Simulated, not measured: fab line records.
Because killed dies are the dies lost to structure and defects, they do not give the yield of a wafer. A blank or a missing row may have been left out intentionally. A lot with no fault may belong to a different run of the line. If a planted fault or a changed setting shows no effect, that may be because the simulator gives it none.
fab line records | flow sky130
record: lots: 11 | wafers: 33 | last-day: 50
route steps=708 shown NWELL@76 VT_ADJUST_NCORE@129 POLY_GATE@213 RES_PROTECT@214 PAD_OPEN@708
lots that met no fault: taken from a fault-free run of the same line
start-h: hours from the record's first day to the start of the lot's first wafer shown | wait-h: hours from the lot's prior step to this one | " the same as in the row above | L1.1+2: one row covering several wafers at once | - no value, or no start was given | * or withheld: withheld | < > ~ a bound
route shown NAME@n: NAME is a module with steps in the file, n the number in the route of the first one | usual: mean/standard deviation of fault-free wafers | same: alike in all rows | chamber/n: place in a boat | sites: per-site readings | _std_site: standard deviation across them | _edge_site: the outer-site mean with the inner-site mean subtracted | radius-mm: how far each site lies from the wafer's centre | mask NAME#n: copy n | behind: the last tool/chamber to shape the wafer | hold: the reason the lot was held/the length of the hold in hours/how it ended | device: which transistor (n, p or np) failed to switch | end of line: the same wafers' tests at the end of the route | a step given without rows: its recipe and nothing more | killed: dies that structure and defects cost at the first sort, which is not the same as the wafer's yield | map: the dies of a wafer, with x for killed, . for not killed, _ for no die there
set.NAME: the setting that was run; set.NAME@STEP: the one run at that earlier step | model.NAME: the simulator's own value behind a step, which no gauge read
route steps across a sampled set of lots; one table per step, one row per wafer
services: the hour from which a tool's chamber was out of use, counted from the record's first day as start-h (under 0 if before that day), plus the number of hours and why
== steps ==
step: SKY_NWELL_OVL_MEAS_23
usual: NWELL_01_OVL: -0.9/1.4
lot.wafer | tool       | chamber | start-h | wait-h | NWELL_01_OVL[nm]
L645.4    | overlay-02 | -       | 112.78  | -      | -0.2
L645.5    | "          | -       | "       | "      | 0.9
L645.6    | "          | -       | "       | "      | 0.3
L646.1    | overlay-01 | -       | 113.12  | -      | -0.3
L646.3    | "          | -       | "       | "      | -0.2
L646.5    | "          | -       | "       | "      | 0.2
L647.3    | overlay-02 | -       | 121.23  | -      | -0.5
L647.5    | "          | -       | "       | "      | -0.5
L647.6    | "          | -       | "       | "      | -2.6
L649.1    | overlay-01 | -       | 134.87  | -      | -1.7
L649.3    | "          | -       | "       | "      | -1.0
L649.5    | "          | -       | "       | "      | -0.3
L657.2    | overlay-01 | -       | 181.02  | -      | -1.1
L657.3    | "          | -       | "       | "      | 0.2
L657.5    | "          | -       | "       | "      | 1.7
L658.1    | overlay-02 | -       | 186.14  | -      | -1.9
L658.2    | "          | -       | "       | "      | -2.7
L658.4    | "          | -       | "       | "      | -2.6
L661.1    | overlay-02 | -       | 207.32  | -      | 0.8
L661.2    | "          | -       | "       | "      | 1.1
L661.3    | "          | -       | "       | "      | 2.1
L663.1    | overlay-02 | -       | 218.52  | -      | -1.8
L663.2    | "          | -       | "       | "      | -2.9
L663.5    | "          | -       | "       | "      | -0.6
L664.1    | overlay-01 | -       | 223.42  | -      | -1.6
L664.3    | "          | -       | "       | "      | -2.7
L664.4    | "          | -       | "       | "      | 0.1
L665.2    | overlay-01 | -       | 229.97  | -      | -1.2
L665.3    | "          | -       | "       | "      | -0.7
L665.5    | "          | -       | "       | "      | 0.3
L667.1    | overlay-01 | -       | 246.93  | -      | -2.9
L667.5    | "          | -       | "       | "      | -0.9
L667.6    | "          | -       | "       | "      | -0.7
step: SKY_NWELL_STRIP_25
recipe: chemistry: O2/N2 | power-w: 1400 | pressure-mtorr: 1500 | platen-temp-c: withheld | o2-flow-sccm: 3000 | n2-flow-sccm: 300 | overash-fraction: 0.5
usual: chamber-pressure-mTorr: 1500.0/1.3 | drypump-motor-current-A: 5.6/0.63 | oes-product-au: 0.723/0.0042 | strip-time-to-endpoint-s: 36.92/0.11
lot.wafer | tool            | chamber | start-h | wait-h | chamber-pressure-mTorr | drypump-motor-current-A | oes-product-au | rf-hours-counter-h | strip-time-to-endpoint-s
L645.4    | plasma-asher-03 | 1       | 112.98  | 0.1    | 1499.6                 | 5.5                     | 0.724          | -                  | 36.70
L645.5    | "               | 0       | "       | "      | 1500.9                 | 5.1                     | 0.725          | -                  | 36.79
L645.6    | "               | 1       | "       | "      | 1500.4                 | 5.5                     | 0.729          | -                  | 36.93
L646.1    | plasma-asher-02 | 0       | 113.30  | 0.1    | 1500.7                 | 5.5                     | 0.718          | 43                 | 36.96
L646.3    | "               | 0       | "       | "      | 1499.7                 | 5.5                     | 0.717          | -                  | 37.05
L646.5    | "               | 0       | "       | "      | 1498.7                 | 5.5                     | 0.719          | -                  | 37.08
L647.3    | plasma-asher-03 | 1       | 121.43  | 0.1    | 1500.8                 | 5.5                     | 0.716          | -                  | 36.82
L647.5    | "               | 1       | "       | "      | 1501.4                 | 5.5                     | 0.718          | -                  | 36.92
L647.6    | "               | 0       | "       | "      | 1500.3                 | 5.1                     | 0.722          | -                  | 36.91
L649.1    | plasma-asher-03 | 1       | 135.05  | 0.1    | 1498.7                 | 5.5                     | 0.724          | 46                 | 37.10
L649.3    | "               | 0       | "       | "      | 1501.4                 | 5.1                     | 0.724          | -                  | 36.97
L649.5    | "               | 1       | "       | "      | 1498.9                 | 5.5                     | 0.723          | -                  | 36.97
L657.2    | plasma-asher-02 | 0       | 181.20  | 0.1    | 1501.1                 | 5.5                     | 0.721          | 50                 | 36.90
L657.3    | "               | 0       | "       | "      | 1499.7                 | 5.5                     | 0.719          | -                  | 36.99
L657.5    | "               | 0       | "       | "      | 1500.7                 | 5.5                     | 0.731          | -                  | 36.90
L658.1    | plasma-asher-01 | 1       | 186.33  | 0.1    | 1499.6                 | 5.0                     | 0.726          | 38                 | 36.74
L658.2    | "               | 0       | "       | "      | 1499.7                 | 5.4                     | 0.724          | 38                 | 36.70
L658.4    | "               | 0       | "       | "      | 1502.2                 | 5.4                     | 0.724          | -                  | 36.80
L661.1    | plasma-asher-02 | 0       | 207.50  | 0.1    | 1498.7                 | 5.5                     | 0.722          | 52                 | 36.89
L661.2    | "               | 1       | "       | "      | 1499.2                 | 6.7                     | 0.723          | 52                 | 36.80
L661.3    | "               | 1       | "       | "      | 1500.1                 | 6.7                     | 0.735          | -                  | 36.90
L663.1    | plasma-asher-01 | 1       | 218.70  | 0.1    | 1500.8                 | 5.0                     | 0.723          | 41                 | 37.07
L663.2    | "               | 0       | "       | "      | 1498.8                 | 5.4                     | 0.720          | 41                 | 37.15
L663.5    | "               | 0       | "       | "      | 1502.1                 | 5.4                     | 0.717          | -                  | 37.13
L664.1    | plasma-asher-01 | 0       | 223.60  | 0.1    | 1499.7                 | 5.4                     | 0.723          | 41                 | 37.02
L664.3    | "               | 0       | "       | "      | 1499.8                 | 5.4                     | 0.725          | -                  | 36.86
L664.4    | "               | 1       | "       | "      | 1500.1                 | 5.0                     | 0.717          | -                  | 36.91
L665.2    | plasma-asher-02 | 1       | 230.15  | 0.1    | 1501.9                 | 6.7                     | 0.718          | 55                 | 36.87
L665.3    | "               | 0       | "       | "      | 1498.0                 | 5.5                     | 0.723          | -                  | 36.96
L665.5    | "               | 1       | "       | "      | 1500.8                 | 6.7                     | 0.720          | -                  | 36.89
L667.1    | plasma-asher-02 | 0       | 247.11  | 0.1    | 1499.2                 | 5.5                     | 0.718          | 56                 | 36.95
L667.5    | "               | 0       | "       | "      | 1499.1                 | 5.5                     | 0.719          | -                  | 36.90
L667.6    | "               | 1       | "       | "      | 1500.0                 | 6.7                     | 0.728          | -                  | 36.93
step: SKY_VT_ADJUST_NCORE_STRIP_10
recipe: chemistry: O2/N2 | power-w: 1400 | pressure-mtorr: 1500 | platen-temp-c: withheld | o2-flow-sccm: 3000 | n2-flow-sccm: 300 | overash-fraction: 0.5
usual: chamber-pressure-mTorr: 1500.0/1.3 | drypump-motor-current-A: 6.1/0.57 | oes-product-au: 0.715/0.0047 | strip-time-to-endpoint-s: 14.19/0.042
lot.wafer | tool            | chamber | start-h | wait-h | chamber-pressure-mTorr | drypump-motor-current-A | oes-product-au | rf-hours-counter-h | strip-time-to-endpoint-s
L645.4    | plasma-asher-04 | 0       | 192.61  | 0.1    | 1499.6                 | 6.7                     | 0.714          | -                  | 14.22
L645.5    | "               | 0       | "       | "      | 1500.1                 | 6.7                     | 0.721          | -                  | 14.23
L645.6    | "               | 1       | "       | "      | 1500.8                 | 6.1                     | 0.716          | -                  | 14.21
L646.1    | plasma-asher-04 | 0       | 193.61  | 0.1    | 1501.9                 | 6.7                     | 0.709          | 6                  | 14.09
L646.3    | "               | 0       | "       | "      | 1498.5                 | 6.7                     | 0.714          | -                  | 14.14
L646.5    | "               | 0       | "       | "      | 1501.8                 | 6.7                     | 0.725          | -                  | 14.09
L647.3    | plasma-asher-04 | 0       | 202.75  | 0.1    | 1500.2                 | 6.7                     | 0.717          | -                  | 14.24
L647.5    | "               | 1       | "       | "      | 1498.4                 | 6.1                     | 0.706          | -                  | 14.22
L647.6    | "               | 0       | "       | "      | 1503.0                 | 6.7                     | 0.717          | -                  | 14.27
L649.1    | plasma-asher-02 | 0       | 219.41  | 0.1    | 1500.9                 | 5.5                     | 0.718          | 54                 | 14.20
L649.3    | "               | 0       | "       | "      | 1501.7                 | 5.5                     | 0.714          | -                  | 14.21
L649.5    | "               | 1       | "       | "      | 1498.7                 | 6.7                     | 0.721          | -                  | 14.26
L657.2    | plasma-asher-02 | 1       | 273.92  | 0.1    | 1500.3                 | 6.7                     | 0.710          | 58                 | 14.22
L657.3    | "               | 1       | "       | "      | 1500.0                 | 6.7                     | 0.714          | -                  | 14.23
L657.5    | "               | 0       | "       | "      | 1499.4                 | 5.5                     | 0.713          | -                  | 14.20
L658.1    | plasma-asher-04 | 0       | 280.07  | 0.1    | 1498.6                 | 6.7                     | 0.711          | 14                 | 14.20
L658.2    | "               | 1       | "       | "      | 1499.7                 | 6.1                     | 0.717          | 14                 | 14.21
L658.4    | "               | 1       | "       | "      | 1499.1                 | 6.1                     | 0.721          | -                  | 14.20
L661.1    | plasma-asher-04 | 1       | 305.16  | 0.1    | 1501.4                 | 6.1                     | 0.717          | 17                 | 14.24
L661.2    | "               | 0       | "       | "      | 1499.2                 | 6.7                     | 0.721          | 17                 | 14.25
L661.3    | "               | 1       | "       | "      | 1501.9                 | 6.1                     | 0.715          | -                  | 14.18
L663.1    | plasma-asher-02 | 0       | 317.52  | 0.1    | 1500.5                 | 5.5                     | 0.713          | 62                 | 14.17
L663.2    | "               | 1       | "       | "      | 1499.9                 | 6.7                     | 0.724          | 62                 | 14.16
L663.5    | "               | 0       | "       | "      | 1498.5                 | 5.5                     | 0.719          | -                  | 14.19
L664.1    | plasma-asher-03 | 0       | 320.46  | 0.1    | 1501.5                 | 5.0                     | 0.715          | 64                 | 14.18
L664.3    | "               | 1       | "       | "      | 1500.2                 | 5.5                     | 0.715          | -                  | 14.17
L664.4    | "               | 0       | "       | "      | 1499.4                 | 5.0                     | 0.713          | -                  | 14.18
L665.2    | plasma-asher-04 | 0       | 329.91  | 0.1    | 1500.0                 | 6.7                     | 0.709          | 19                 | 14.15
L665.3    | "               | 1       | "       | "      | 1500.8                 | 6.1                     | 0.717          | -                  | 14.17
L665.5    | "               | 0       | "       | "      | 1499.1                 | 6.7                     | 0.705          | -                  | 14.17
L667.1    | plasma-asher-04 | 0       | 348.36  | 0.1    | 1500.4                 | 6.7                     | 0.714          | 21                 | 14.22
L667.5    | "               | 1       | "       | "      | 1498.3                 | 6.1                     | 0.716          | -                  | 14.20
L667.6    | "               | 0       | "       | "      | 1500.6                 | 6.7                     | 0.715          | -                  | 14.17
step: SKY_POLY_GATE_IMPLANT_02
recipe: species: P | energy-kev: 30 | dose-cm2: 7.7e+15 | tilt-deg: 0
usual: beam-on-s: 36/3.5
lot.wafer | tool         | chamber | start-h | wait-h | beam-on-s
L646.1    | implanter-04 | 0       | 349.31  | 0.1    | 40
L646.3    | "            | 0       | "       | "      | 41
L646.5    | "            | 0       | "       | "      | 41
L645.4    | implanter-01 | 0       | 349.98  | 0.1    | 35
L645.5    | "            | 0       | "       | "      | 36
L645.6    | "            | 0       | "       | "      | 36
L647.3    | implanter-01 | 0       | 366.48  | 0.1    | 36
L647.5    | "            | 0       | "       | "      | 36
L647.6    | "            | 0       | "       | "      | 36
L649.1    | implanter-04 | 0       | 388.43  | 0.1    | 41
L649.3    | "            | 0       | "       | "      | 40
L649.5    | "            | 0       | "       | "      | 42
L657.2    | implanter-03 | 0       | 456.50  | 0.1    | 46
L657.3    | "            | 0       | "       | "      | 47
L657.5    | "            | 0       | "       | "      | 47
L658.1    | implanter-03 | 0       | 460.66  | 0.1    | 46
L658.2    | "            | 0       | "       | "      | 45
L658.4    | "            | 0       | "       | "      | 46
L661.1    | implanter-01 | 0       | 492.03  | 0.1    | 35
L661.2    | "            | 0       | "       | "      | 36
L661.3    | "            | 0       | "       | "      | 37
L663.1    | implanter-01 | 0       | 507.40  | 0.1    | 36
L663.2    | "            | 0       | "       | "      | 36
L663.5    | "            | 0       | "       | "      | 36
L664.1    | implanter-01 | 0       | 511.31  | 0.1    | 35
L664.3    | "            | 0       | "       | "      | 36
L664.4    | "            | 0       | "       | "      | 34
L665.2    | implanter-01 | 0       | 520.73  | 0.1    | 36
L665.3    | "            | 0       | "       | "      | 36
L665.5    | "            | 0       | "       | "      | 35
L667.1    | implanter-03 | 0       | 541.75  | 0.1    | 32
L667.5    | "            | 0       | "       | "      | 33
L667.6    | "            | 0       | "       | "      | 32
step: SKY_RES_PROTECT_STRIP_07
recipe: chemistry: O2/N2 | power-w: 1400 | pressure-mtorr: 1500 | platen-temp-c: withheld | o2-flow-sccm: 3000 | n2-flow-sccm: 300 | overash-fraction: 0.5
usual: chamber-pressure-mTorr: 1499.9/1.5 | drypump-motor-current-A: 5.5/0.51 | oes-product-au: 0.517/0.0047 | strip-time-to-endpoint-s: 23.30/0.045
lot.wafer | tool            | chamber | start-h | wait-h | chamber-pressure-mTorr | drypump-motor-current-A | oes-product-au | rf-hours-counter-h | strip-time-to-endpoint-s
L646.1    | plasma-asher-03 | 1       | 349.46  | 0.1    | 1500.0                 | 5.5                     | 0.517          | 67                 | 23.35
L646.3    | "               | 1       | "       | "      | 1499.9                 | 5.5                     | 0.518          | -                  | 23.33
L646.5    | "               | 1       | "       | "      | 1499.6                 | 5.6                     | 0.514          | -                  | 23.36
L645.4    | plasma-asher-01 | 1       | 350.09  | 0.1    | 1502.9                 | 5.0                     | 0.512          | -                  | 23.29
L645.5    | "               | 0       | "       | "      | 1497.4                 | 5.4                     | 0.529          | -                  | 23.31
L645.6    | "               | 1       | "       | "      | 1501.9                 | 5.0                     | 0.519          | -                  | 23.32
L647.3    | plasma-asher-01 | 1       | 366.61  | 0.1    | 1501.2                 | 5.0                     | 0.527          | -                  | 23.29
L647.5    | "               | 1       | "       | "      | 1497.9                 | 5.0                     | 0.514          | -                  | 23.24
L647.6    | "               | 0       | "       | "      | 1502.5                 | 5.4                     | 0.514          | -                  | 23.21
L649.1    | plasma-asher-02 | 1       | 388.58  | 0.1    | 1498.7                 | 6.7                     | 0.522          | 68                 | 23.35
L649.3    | "               | 1       | "       | "      | 1500.5                 | 6.7                     | 0.526          | -                  | 23.28
L649.5    | "               | 1       | "       | "      | 1497.5                 | 6.6                     | 0.517          | -                  | 23.35
L657.2    | plasma-asher-01 | 0       | 456.63  | 0.1    | 1498.4                 | 5.4                     | 0.502          | 66                 | 24.78
L657.3    | "               | 1       | "       | "      | 1498.7                 | 5.0                     | 0.506          | -                  | 24.77
L657.5    | "               | 1       | "       | "      | 1500.8                 | 5.0                     | 0.502          | -                  | 24.78
L658.1    | plasma-asher-01 | 0       | 460.81  | 0.1    | 1502.0                 | 5.4                     | 0.507          | 66                 | 24.84
L658.2    | "               | 1       | "       | "      | 1498.7                 | 5.0                     | 0.503          | 66                 | 24.82
L658.4    | "               | 0       | "       | "      | 1499.6                 | 5.4                     | 0.496          | -                  | 24.81
L661.1    | plasma-asher-01 | 0       | 492.18  | 0.1    | 1500.4                 | 5.4                     | 0.516          | 69                 | 23.30
L661.2    | "               | 1       | "       | "      | 1499.5                 | 5.0                     | 0.523          | 69                 | 23.23
L661.3    | "               | 1       | "       | "      | 1500.9                 | 5.0                     | 0.516          | -                  | 23.30
L663.1    | plasma-asher-03 | 1       | 507.55  | 0.1    | 1499.1                 | 5.5                     | 0.524          | 7                  | 23.25
L663.2    | "               | 0       | "       | "      | 1498.7                 | 5.1                     | 0.517          | 7                  | 23.29
L663.5    | "               | 1       | "       | "      | 1501.4                 | 5.5                     | 0.516          | -                  | 23.30
L664.1    | plasma-asher-03 | 0       | 511.46  | 0.1    | 1500.3                 | 5.1                     | 0.518          | 8                  | 23.26
L664.3    | "               | 0       | "       | "      | 1502.4                 | 5.1                     | 0.521          | -                  | 23.29
L664.4    | "               | 1       | "       | "      | 1498.0                 | 5.6                     | 0.508          | -                  | 23.26
L665.2    | plasma-asher-02 | 0       | 520.85  | 0.1    | 1499.2                 | 5.5                     | 0.520          | 81                 | 23.29
L665.3    | "               | 1       | "       | "      | 1502.5                 | 6.7                     | 0.521          | -                  | 23.29
L665.5    | "               | 0       | "       | "      | 1498.4                 | 5.5                     | 0.517          | -                  | 23.31
L667.1    | plasma-asher-01 | 1       | 541.90  | 0.1    | 1499.9                 | 5.0                     | 0.522          | 74                 | 23.26
L667.5    | "               | 1       | "       | "      | 1501.3                 | 5.0                     | 0.520          | -                  | 23.19
L667.6    | "               | 0       | "       | "      | 1500.3                 | 5.4                     | 0.511          | -                  | 23.24
step: SKY_PAD_OPEN_PROBE_99
usual: killed_at_M0_to_M3: 44/7.9 | killed_at_M4_up: 3.1/2 | killed-at-contacts: 23/4.9 | killed-at-front-end: 15/3.9 | killed-at-other: 0.2/0.49 | killed-dies: 86/10 | killed-open: 47/7.1 | killed-short: 39/7.1
same: gross-dies: 492 | killed-at-back-side: 0
lot.wafer | tool      | chamber | start-h | wait-h | killed_at_M0_to_M3 | killed_at_M4_up | killed-at-contacts | killed-at-front-end | killed-at-other | killed-dies | killed-open | killed-short
L658.1    | prober-02 | -       | 1157.88 | 0.1    | 42                 | 2               | 23                 | 13                  | 0               | 80          | 54          | 26
killed by level:class
L658.1 CONTACT:geometric-particle:open=14 VIA1:geometric-particle:open=12 VIA2:geometric-particle:open=8 VIA3:geometric-particle:open=6 FIELD_ISO:geometric-particle:short=5 LI_CONTACT:geometric-particle:open=4 CONTACT:geometric-particle:short=4 METAL1:geometric-particle:short=4
== services ==
tool            | chamber | start-h | hours | kind
plasma-asher-04 | -       | 96.85   | 21.6  | repair
plasma-asher-04 | -       | 118.45  | 9.0   | pm
implanter-01    | -       | 133.62  | 1.6   | repair
implanter-01    | -       | 147.70  | 1.8   | repair
plasma-asher-03 | -       | 168.11  | 0.9   | repair
plasma-asher-04 | -       | 177.69  | 2.6   | repair
implanter-01    | -       | 194.71  | 5.2   | repair
implanter-01    | -       | 195.79  | 10.5  | repair
implanter-03    | -       | 210.03  | 4.1   | pm
implanter-01    | -       | 222.67  | 6.6   | repair
plasma-asher-02 | -       | 256.13  | 7.1   | repair
plasma-asher-03 | -       | 284.00  | 3.3   | repair
implanter-01    | -       | 291.57  | 3.8   | pm
plasma-asher-04 | -       | 306.27  | 1.4   | repair
implanter-03    | -       | 312.65  | 4.2   | repair
implanter-03    | -       | 325.01  | 34.3  | pm
plasma-asher-01 | -       | 327.62  | 1.0   | repair
plasma-asher-03 | -       | 334.06  | 2.8   | pm
plasma-asher-02 | -       | 372.87  | 12.5  | repair
implanter-01    | -       | 386.19  | 3.4   | pm
plasma-asher-04 | -       | 406.08  | 2.8   | pm
plasma-asher-02 | -       | 419.46  | 2.7   | repair
plasma-asher-03 | -       | 421.25  | 9.0   | pm
plasma-asher-04 | -       | 430.45  | 1.0   | repair
== key ==
first-sign: step: SKY_POLY_GATE_IMPLANT_02 | reading: beam-on-s | direction: up | sigmas: 3 | usual: 36 | struck: 46
effect: step: SKY_RES_PROTECT_STRIP_07 | reading: strip-time-to-endpoint-s | direction: up | sigmas: 33 | usual: * | struck: *
met-at SKY_POLY_GATE_IMPLANT_02
struck-lots L657,L658
tester-left-out L657,L658
not-acting-at SKY_NWELL_OVL_MEAS_23,SKY_NWELL_STRIP_25,SKY_VT_ADJUST_NCORE_STRIP_10
fault: kind: process-parameter-drift | tool: implanter-03 | chamber: - | onset-h: 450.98 | steps: SKY_POLY_GATE_IMPLANT_02 | channel: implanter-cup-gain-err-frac | offset: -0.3 | shape: step | end-h: 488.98
tester-left-out: of these lots the tester's yield and bins aren't shown, on N5 and GAA mostly nor the transistor test; their killed dies are dies lost to structure and defects alone, not to doping, threshold or leakage, so they don't give the yield
